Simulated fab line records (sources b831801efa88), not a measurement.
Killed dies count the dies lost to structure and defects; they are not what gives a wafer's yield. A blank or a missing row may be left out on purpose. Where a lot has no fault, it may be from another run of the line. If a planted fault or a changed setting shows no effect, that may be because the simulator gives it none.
fab line records	flow sky130
record: lots: 11	wafers: 33	lastDay: 50
route steps=708 shown NWELL@77 VT_ADJUST_HVTP@93 VT_ADJUST_PCH@152
lots with no fault: from the same line, run without faults
startH: the number of hours between the record's first day and the start of the first shown wafer of the lot	waitH: time in hours since the lot's previous step	" the same as in the row above	L1.1+2: a single row standing in for several wafers	- no value, or no start was given	* or withheld: withheld	< > ~ a bound
route shown NAME@n: a module of which the file shows steps, and the number in the route of the first	usual: average and standard deviation across the fault-free wafers	same: alike in all rows	chamber/n: place in a boat	sites: readings site by site	_std_site: standard deviation of those values	_edge_site: outer sites' mean less inner sites'	radiusMm: how far each site lies from the wafer's centre	mask NAME#n: copy n	behind: the last tool/chamber to shape the wafer	hold: why the lot was held/for how many hours/how that ended	device: the transistor (n, p or np) that didn't switch	end of line: at the end of the route, the tests of the same wafers	for a step that has no rows: nothing shown but its recipe	killed: dies lost to structure and defects at the first sort, not the wafer's yield	map: per-die view of a wafer (x killed, . not killed, _ where there is no die)
set.NAME: the setting the step ran with; set.NAME@STEP: the setting that earlier step ran with	model.NAME: the simulator's own value behind a step, which no gauge read
route steps across a sampled set of lots; one table per step, one row per wafer
services: when a tool's chamber went out of use (startH, in hours from the record's first day, below 0 if earlier), for how many hours, and the reason
== steps ==
step: SKY_NWELL_IMPLANT_24
recipe: species: B	energyKev: 140	doseCm2: 9.2e+12	tiltDeg: withheld
usual: beamOnS: 9.99/0.22	doseIonsCm2: 9.2e+12/9.8e+09	faradayCurrentUA: 51.9/1.1
lot.wafer	tool	chamber	startH	waitH	beamOnS	doseIonsCm2	faradayCurrentUA
L160.2	implanter-03	0	109.35	0.0	10.22	9.198e+12	50.8
L160.4	"	0	"	"	10.04	9.206e+12	51.9
L160.5	"	0	"	"	10.39	9.203e+12	50.1
L167.3	implanter-03	0	150.24	0.1	9.86	1.1097e+13	63.6
L167.4	"	0	"	"	9.81	1.1101e+13	63.6
L167.6	"	0	"	"	9.92	1.1099e+13	63.2
L168.3	implanter-01	0	158.77	0.1	9.99	9.216e+12	51.6
L168.5	"	0	"	"	10.20	9.205e+12	50.9
L168.6	"	0	"	"	10.27	9.203e+12	50.5
L169.2	implanter-03	0	168.16	0.0	10.36	1.1083e+13	60.2
L169.3	"	0	"	"	10.09	1.1086e+13	62.2
L169.6	"	0	"	"	9.78	1.1063e+13	63.7
L170.1	implanter-03	0	170.24	0.0	10.11	1.11e+13	61.9
L170.5	"	0	"	"	9.94	1.108e+13	63.1
L170.6	"	0	"	"	9.71	1.1103e+13	63.9
L171.1	implanter-04	0	175.79	0.0	9.79	9.194e+12	53.0
L171.4	"	0	"	"	10.12	9.191e+12	51.2
L171.5	"	0	"	"	9.96	9.193e+12	52.0
L172.2	implanter-04	0	180.61	0.0	9.91	9.19e+12	52.2
L172.3	"	0	"	"	9.75	9.197e+12	53.2
L172.6	"	0	"	"	9.89	9.201e+12	52.4
L176.1	implanter-01	0	214.79	0.0	9.97	9.189e+12	52.1
L176.2	"	0	"	"	10.51	9.198e+12	49.6
L176.4	"	0	"	"	10.33	9.187e+12	50.0
L178.1	implanter-04	0	219.73	0.0	9.65	9.219e+12	53.8
L178.2	"	0	"	"	9.89	9.2e+12	52.3
L178.6	"	0	"	"	9.71	9.208e+12	53.5
L179.1	implanter-01	0	227.88	0.0	10.09	9.195e+12	51.6
L179.3	"	0	"	"	9.97	9.199e+12	51.9
L179.6	"	0	"	"	9.86	9.182e+12	52.8
L181.1	implanter-03	0	236.04	0.0	9.96	9.209e+12	52.1
L181.2	"	0	"	"	9.88	9.212e+12	52.4
L181.3	"	0	"	"	9.85	9.196e+12	52.6
step: SKY_NWELL_TW_MEAS_26
usual: NWELL_2_TW: 502/7.9
lot.wafer	tool	chamber	startH	waitH	hold	NWELL_2_TW
L160.2	filmMetro-04	-	109.58	0.1	-	493
L160.4	"	-	"	"	-	494
L160.5	"	-	"	"	-	493
L167.3	filmMetro-01	-	150.46	0.1	awaitDispo/0.2h/release	542
L167.4	"	-	"	"	awaitDispo/0.2h/release	539
L167.6	"	-	"	"	awaitDispo/0.2h/release	540
L167.3	filmMetro-01	-	150.69	0.2	-	538
L167.4	"	-	"	"	-	541
L167.6	"	-	"	"	-	541
L168.3	filmMetro-04	-	158.99	0.1	-	492
L168.5	"	-	"	"	-	495
L168.6	"	-	"	"	-	493
L169.2	filmMetro-02	-	168.40	0.1	-	529
L169.3	"	-	"	"	-	529
L169.6	"	-	"	"	-	531
L170.1	filmMetro-01	-	170.49	0.1	awaitDispo/0.2h/release	544
L170.5	"	-	"	"	awaitDispo/0.2h/release	540
L170.6	"	-	"	"	awaitDispo/0.2h/release	542
L170.1	filmMetro-01	-	170.72	0.2	-	539
L170.5	"	-	"	"	-	540
L170.6	"	-	"	"	-	539
L171.1	filmMetro-01	-	176.04	0.1	-	510
L171.4	"	-	"	"	-	513
L171.5	"	-	"	"	-	509
L172.2	filmMetro-01	-	180.84	0.1	-	511
L172.3	"	-	"	"	-	512
L172.6	"	-	"	"	-	511
L176.1	filmMetro-04	-	215.04	0.1	-	489
L176.2	"	-	"	"	-	491
L176.4	"	-	"	"	-	493
L178.1	filmMetro-01	-	219.98	0.1	-	513
L178.2	"	-	"	"	-	511
L178.6	"	-	"	"	-	512
L179.1	filmMetro-02	-	228.13	0.1	-	502
L179.3	"	-	"	"	-	503
L179.6	"	-	"	"	-	499
L181.1	filmMetro-02	-	236.29	0.1	-	500
L181.2	"	-	"	"	-	501
L181.3	"	-	"	"	-	501
step: SKY_VT_ADJUST_HVTP_OVL_MEAS_08
usual: VT_ADJUST_HVTP_OVL: -0.5/1.4
lot.wafer	tool	chamber	startH	waitH	VT_ADJUST_HVTP_OVL[nm]
L160.2	overlay-02	-	128.96	0.1	-0.1
L160.4	"	-	"	"	-1.9
L160.5	"	-	"	"	-0.7
L167.3	overlay-02	-	171.53	0.1	-0.8
L167.4	"	-	"	"	-1.0
L167.6	"	-	"	"	-0.6
L168.3	overlay-01	-	179.56	0.1	-1.1
L168.5	"	-	"	"	-2.7
L168.6	"	-	"	"	-4.8
L169.2	overlay-02	-	189.83	0.1	-0.8
L169.3	"	-	"	"	-1.2
L169.6	"	-	"	"	-1.9
L170.1	overlay-02	-	192.30	0.1	-0.3
L170.5	"	-	"	"	0.0
L170.6	"	-	"	"	0.3
L171.1	overlay-02	-	197.41	0.1	-1.4
L171.4	"	-	"	"	0.1
L171.5	"	-	"	"	0.3
L172.2	overlay-01	-	202.63	0.1	-0.2
L172.3	"	-	"	"	-0.5
L172.6	"	-	"	"	-1.6
L176.1	overlay-02	-	238.67	0.1	0.6
L176.2	"	-	"	"	0.1
L176.4	"	-	"	"	-0.6
L178.1	overlay-01	-	242.36	0.1	-1.9
L178.2	"	-	"	"	-3.1
L178.6	"	-	"	"	-2.6
L179.1	overlay-02	-	251.57	0.1	0.9
L179.3	"	-	"	"	1.6
L179.6	"	-	"	"	2.1
L181.1	overlay-02	-	260.30	0.1	2.0
L181.2	"	-	"	"	1.5
L181.3	"	-	"	"	0.2
step: SKY_VT_ADJUST_HVTP_STRIP_10
recipe: chemistry: O2/N2	powerW: 1400	pressureMtorr: 1500	platenTempC: withheld	o2FlowSccm: 3000	n2FlowSccm: 300	overashFraction: 0.5
usual: drypumpMotorCurrentA: 6.1/0.45	oesProductAu: 0.716/0.0041	stripTimeToEndpointS: 14.21/0.041
lot.wafer	tool	chamber	startH	waitH	drypumpMotorCurrentA	oesProductAu	rfHoursCounterH	stripTimeToEndpointS
L160.2	plasmaAsher-02	0	129.14	0.1	5.4	0.723	37	14.18
L160.4	"	1	"	"	6.2	0.719	-	14.17
L160.5	"	1	"	"	6.2	0.722	-	14.16
L167.3	plasmaAsher-02	0	171.74	0.1	5.4	0.715	-	14.24
L167.4	"	1	"	"	6.2	0.716	-	14.26
L167.6	"	0	"	"	5.4	0.711	-	14.24
L168.3	plasmaAsher-01	0	179.77	0.1	6.7	0.712	-	14.16
L168.5	"	1	"	"	5.8	0.719	-	14.18
L168.6	"	0	"	"	6.7	0.719	-	14.19
L169.2	plasmaAsher-02	1	190.01	0.1	6.2	0.716	42	14.15
L169.3	"	1	"	"	6.2	0.712	-	14.17
L169.6	"	0	"	"	5.4	0.720	-	14.18
L170.1	plasmaAsher-04	0	192.49	0.1	5.9	0.710	54	14.23
L170.5	"	0	"	"	5.9	0.709	-	14.23
L170.6	"	1	"	"	6.4	0.713	-	14.22
L171.1	plasmaAsher-02	1	197.60	0.1	6.2	0.714	43	14.20
L171.4	"	0	"	"	5.4	0.712	-	14.19
L171.5	"	0	"	"	5.4	0.714	-	14.22
L172.2	plasmaAsher-01	1	202.81	0.1	5.7	0.712	42	14.25
L172.3	"	0	"	"	6.7	0.717	-	14.29
L172.6	"	0	"	"	6.7	0.712	-	14.28
L176.1	plasmaAsher-04	1	238.86	0.1	6.4	0.712	57	14.20
L176.2	"	0	"	"	5.9	0.719	57	14.20
L176.4	"	1	"	"	6.4	0.720	-	14.23
L178.1	plasmaAsher-02	1	242.55	0.1	6.2	0.710	48	14.24
L178.2	"	0	"	"	5.4	0.717	48	14.20
L178.6	"	0	"	"	5.4	0.715	-	14.20
L179.1	plasmaAsher-04	1	251.76	0.1	6.4	0.722	59	14.16
L179.3	"	1	"	"	6.4	0.719	-	14.15
L179.6	"	1	"	"	6.4	0.715	-	14.12
L181.1	plasmaAsher-04	1	260.48	0.1	6.4	0.723	59	14.22
L181.2	"	0	"	"	5.9	0.715	59	14.23
L181.3	"	0	"	"	5.9	0.712	-	14.26
step: SKY_VT_ADJUST_PCH_STRIP_09
recipe: chemistry: O2/N2	powerW: 1400	pressureMtorr: 1500	platenTempC: withheld	o2FlowSccm: 3000	n2FlowSccm: 300	overashFraction: 0.5
usual: drypumpMotorCurrentA: 6.0/0.43	oesProductAu: 0.722/0.0044	stripTimeToEndpointS: 36.97/0.11
lot.wafer	tool	chamber	startH	waitH	drypumpMotorCurrentA	oesProductAu	rfHoursCounterH	stripTimeToEndpointS
L160.2	plasmaAsher-02	1	234.89	0.1	6.2	0.716	48	36.92
L160.4	"	0	"	"	5.4	0.731	-	36.86
L160.5	"	1	"	"	6.2	0.725	-	36.99
L167.3	plasmaAsher-02	1	287.46	0.1	6.2	0.718	-	36.99
L167.4	"	0	"	"	5.4	0.723	-	37.00
L167.6	"	0	"	"	5.4	0.718	-	37.02
L168.3	plasmaAsher-04	1	295.20	0.1	6.4	0.726	-	37.01
L168.5	"	0	"	"	5.9	0.719	-	36.95
L168.6	"	1	"	"	6.4	0.724	-	36.98
L169.2	plasmaAsher-02	0	307.68	0.1	5.4	0.727	55	36.99
L169.3	"	0	"	"	5.4	0.727	-	36.88
L169.6	"	0	"	"	5.4	0.723	-	36.92
L170.1	plasmaAsher-02	1	311.73	0.1	6.2	0.724	55	36.98
L170.5	"	0	"	"	5.4	0.722	-	37.10
L170.6	"	1	"	"	6.2	0.723	-	37.08
L171.1	plasmaAsher-02	1	316.98	0.1	6.2	0.730	56	37.03
L171.4	"	0	"	"	5.4	0.717	-	37.12
L171.5	"	1	"	"	6.2	0.728	-	37.12
L172.2	plasmaAsher-02	1	323.83	0.1	6.3	0.719	56	37.02
L172.3	"	0	"	"	5.4	0.724	-	37.08
L172.6	"	1	"	"	6.2	0.731	-	37.10
L176.1	plasmaAsher-04	1	366.66	0.1	6.4	0.724	70	37.02
L176.2	"	0	"	"	5.9	0.722	70	37.01
L176.4	"	0	"	"	5.9	0.725	-	37.05
L178.1	plasmaAsher-02	1	373.59	0.1	6.3	0.724	61	36.86
L178.2	"	0	"	"	5.4	0.717	61	36.83
L178.6	"	0	"	"	5.4	0.722	-	36.86
L179.1	plasmaAsher-01	1	382.99	0.1	5.7	0.725	61	36.95
L179.3	"	1	"	"	5.7	0.721	-	37.03
L179.6	"	0	"	"	6.8	0.719	-	37.01
L181.1	plasmaAsher-04	0	392.38	0.1	5.9	0.728	72	36.96
L181.2	"	1	"	"	6.4	0.720	72	36.87
L181.3	"	1	"	"	6.4	0.718	-	37.03
== services ==
tool	chamber	startH	hours	kind
plasmaAsher-01	-	101.19	5.6	repair
plasmaAsher-04	-	146.51	0.4	repair
plasmaAsher-02	-	153.94	6.1	repair
plasmaAsher-01	-	158.02	2.8	pm
plasmaAsher-04	-	200.03	14.6	pm
implanter-03	-	225.79	8.1	repair
plasmaAsher-02	-	243.81	0.6	repair
implanter-01	-	280.23	2.8	pm
implanter-01	-	284.94	3.2	repair
implanter-01	-	288.93	1.1	repair
implanter-03	-	303.47	3.9	pm
implanter-01	-	314.30	2.2	repair
implanter-01	-	324.54	3.0	repair
implanter-03	-	333.61	0.6	repair
implanter-03	-	343.33	2.4	repair
implanter-01	-	348.57	5.1	repair
implanter-01	-	385.62	2.3	repair
plasmaAsher-02	-	388.68	0.5	repair
plasmaAsher-04	-	389.05	2.8	pm
== key ==
firstSign: step: SKY_NWELL_IMPLANT_24	reading: doseIonsCm2	direction: up	sigmas: 99+	usual: *	struck: *
effect: step: SKY_NWELL_IMPLANT_24	reading: faradayCurrentUA	direction: up	sigmas: 9.6	usual: 51.9	struck: 62.8
effect: step: SKY_NWELL_TW_MEAS_26	reading: visit	direction: added
metAt SKY_NWELL_IMPLANT_24
struckLots L167,L169,L170
testerLeftOut L167,L169,L170
notActingAt SKY_VT_ADJUST_HVTP_OVL_MEAS_08,SKY_VT_ADJUST_HVTP_STRIP_10,SKY_VT_ADJUST_PCH_STRIP_09
onsetBetween 109.35 150.24
fault: kind: processParameterDrift	tool: implanter-03	chamber: -	onsetH: 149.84	steps: SKY_NWELL_IMPLANT_24	channel: doseCm2	offset: *	shape: step	endH: 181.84	actsIn: *	stated: *
testerLeftOut: of these lots the tester's yield and bins aren't shown, on N5 and GAA mostly nor the transistor test; their killed dies are dies lost to structure and defects alone, not to doping, threshold or leakage, so they don't give the yield
